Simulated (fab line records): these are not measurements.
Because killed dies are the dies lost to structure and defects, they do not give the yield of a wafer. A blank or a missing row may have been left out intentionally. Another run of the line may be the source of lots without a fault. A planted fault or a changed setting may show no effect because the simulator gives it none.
Chamber matching / flow gf180mcu / 4 sister chambers for GF_STI_ETCH_13 on rie_diel-01
The step etches the open film in CHF3/O2, stops on Si, target depth 282.31 nm, time 112.9 s. 4 wafers are shown with their chamber, then 8 later ones without.

## WAFERS PAIRED WITH THEIR CHAMBERS
wafer=L079.1; chamber=1; drypump_motor_current_A (A)=5.4
wafer=L079.6; chamber=3; drypump_motor_current_A (A)=6.0
wafer=L082.3; chamber=2; drypump_motor_current_A (A)=5.1
wafer=L087.1; chamber=0; drypump_motor_current_A (A)=5.8

## WAFERS WHOSE CHAMBER IS MISSING
wafer=L087.2; drypump_motor_current_A (A)=6.0
wafer=L087.4; drypump_motor_current_A (A)=5.2
wafer=L094.1; drypump_motor_current_A (A)=6.0
wafer=L094.2; drypump_motor_current_A (A)=5.5
wafer=L094.3; drypump_motor_current_A (A)=5.1
wafer=L096.2; drypump_motor_current_A (A)=5.1
wafer=L096.3; drypump_motor_current_A (A)=5.5
wafer=L096.4; drypump_motor_current_A (A)=5.5

## CHAMBER TAKEN BY EACH
wafer=L087.2; from the rows above=3; in truth=3
wafer=L087.4; from the rows above=can't be placed: 2 or 1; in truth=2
wafer=L094.1; from the rows above=3; in truth=3
wafer=L094.2; from the rows above=1; in truth=1
wafer=L094.3; from the rows above=2; in truth=2
wafer=L096.2; from the rows above=2; in truth=2
wafer=L096.3; from the rows above=1; in truth=1
wafer=L096.4; from the rows above=1; in truth=1
Correctly placed: 7 of 8. Not placeable from these rows: 1 (in 1, the candidates include the true chamber). Wrongly placed: 0.
How it was worked out, from the rows above alone: a wafer's distance from a chamber is the root of the sum, over the readings, of the square of ((its reading less the chamber's mean) divided by the reading's scatter). If the next closest chamber is less than 2 further off than the closest, the wafer can't be placed; otherwise it belongs to the closest. Each chamber's mean is taken over the wafers shown for it. The scatter: root of mean squared gap, hidden wafer to nearest shown wafer, with one shown wafer a chamber.
